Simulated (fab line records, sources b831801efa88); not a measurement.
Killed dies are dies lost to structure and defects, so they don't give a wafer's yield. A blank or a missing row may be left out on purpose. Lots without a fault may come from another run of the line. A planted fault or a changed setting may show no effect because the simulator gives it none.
One fault seen from 2 desks | flow sky130 | each desk has only its own numbers; what lay behind them comes last

THE TOOL OWNER'S DESK: pvd_sputter-01
The tool's own readings at SKY_LOCAL_INTERCONNECT_SPUTTER_00 (material TiN, target thk 100 nm, time 83.3 s): means of the sampled wafers that have a number, for each lot that ran on this tool. A lot is out of limits, marked OUT, if its mean lies more than 4 standard deviations from the usual mean; the brackets give that distance.
Columns: A = throttle_valve_pct at SKY_LOCAL_INTERCONNECT_SPUTTER_00, usual 29.9 %
lot  | first seen here | A
L960 | day 28 17:03    | 28.7
L962 | day 29 16:51    | 30.4
L964 | day 30 23:13    | 29.5
L966 | day 31 15:04    | 29.4
L978 | day 34 22:39    | 29.5
L982 | day 36 11:12    | 29.4
L983 | day 36 13:27    | 29.9
This desk's finding: nothing out of limits on any of the 7 lots.

THE METROLOGY DESK
What the gauges read, lot by lot, whatever tool the lot ran on: means of the sampled wafers that have a number. A lot is out of limits, marked OUT, if its mean lies more than 4 standard deviations from the usual mean; the brackets give that distance.
Columns: A = RES_XHIGH_RS at SKY_SD_N_RS_MEAS_18, usual 333.5 ohm/sq; B = LOCAL_INTERCONNECT_TIN_RS at SKY_LOCAL_INTERCONNECT_RS_MEAS_01, usual 14.18 ohm/sq; C = LOCAL_INTERCONNECT_TIN_THK at SKY_LOCAL_INTERCONNECT_THK_MEAS_02, usual 99.8 nm
lot  | first seen here | A     | B                | C
L960 | day 27 10:35    | 334.4 | 14.07            | 100.3
L961 | day 28 09:12    | 333.1 | 14.24            | 99.2
L962 | day 28 09:34    | 332.9 | 14.11            | 100.1
L964 | day 29 16:35    | 332.7 | 14.92 (+4.1) OUT | 95.7
L966 | day 30 09:51    | 333.7 | 14.95 (+4.3) OUT | 94.8
L976 | day 33 04:54    | 337.0 | 13.90            | 102.2
L977 | day 33 14:36    | 332.9 | 14.33            | 99.2
L978 | day 33 18:00    | 333.7 | 14.07            | 100.6
L982 | day 35 07:19    | 331.6 | 14.15            | 99.8
L983 | day 35 09:17    | 334.5 | 14.07            | 100.7
This desk's finding: out of limits on L964, L966; first on L964, day 30 23:17 (LOCAL_INTERCONNECT_TIN_RS at SKY_LOCAL_INTERCONNECT_RS_MEAS_01). In limits: L960, L961, L962, L976, L977, L978, L982, L983.

PUT TOGETHER
The metrology desk could have raised an alarm at day 30 23:17, on L964, L966.
The tool owner's desk saw nothing out of limits.
The tool owner's desk has L964, L966 on record, within its limits.
Of the lots named, all ran SKY_LOCAL_INTERCONNECT_SPUTTER_00 on pvd_sputter-01.

WHAT THE SIMULATOR HAD PUT IN
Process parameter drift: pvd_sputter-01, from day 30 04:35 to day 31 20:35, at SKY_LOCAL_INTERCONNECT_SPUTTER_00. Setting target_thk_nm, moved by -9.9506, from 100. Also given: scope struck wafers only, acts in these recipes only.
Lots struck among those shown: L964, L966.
Hours from the fault's start to each desk's first reading out of limits: the metrology desk, 19.
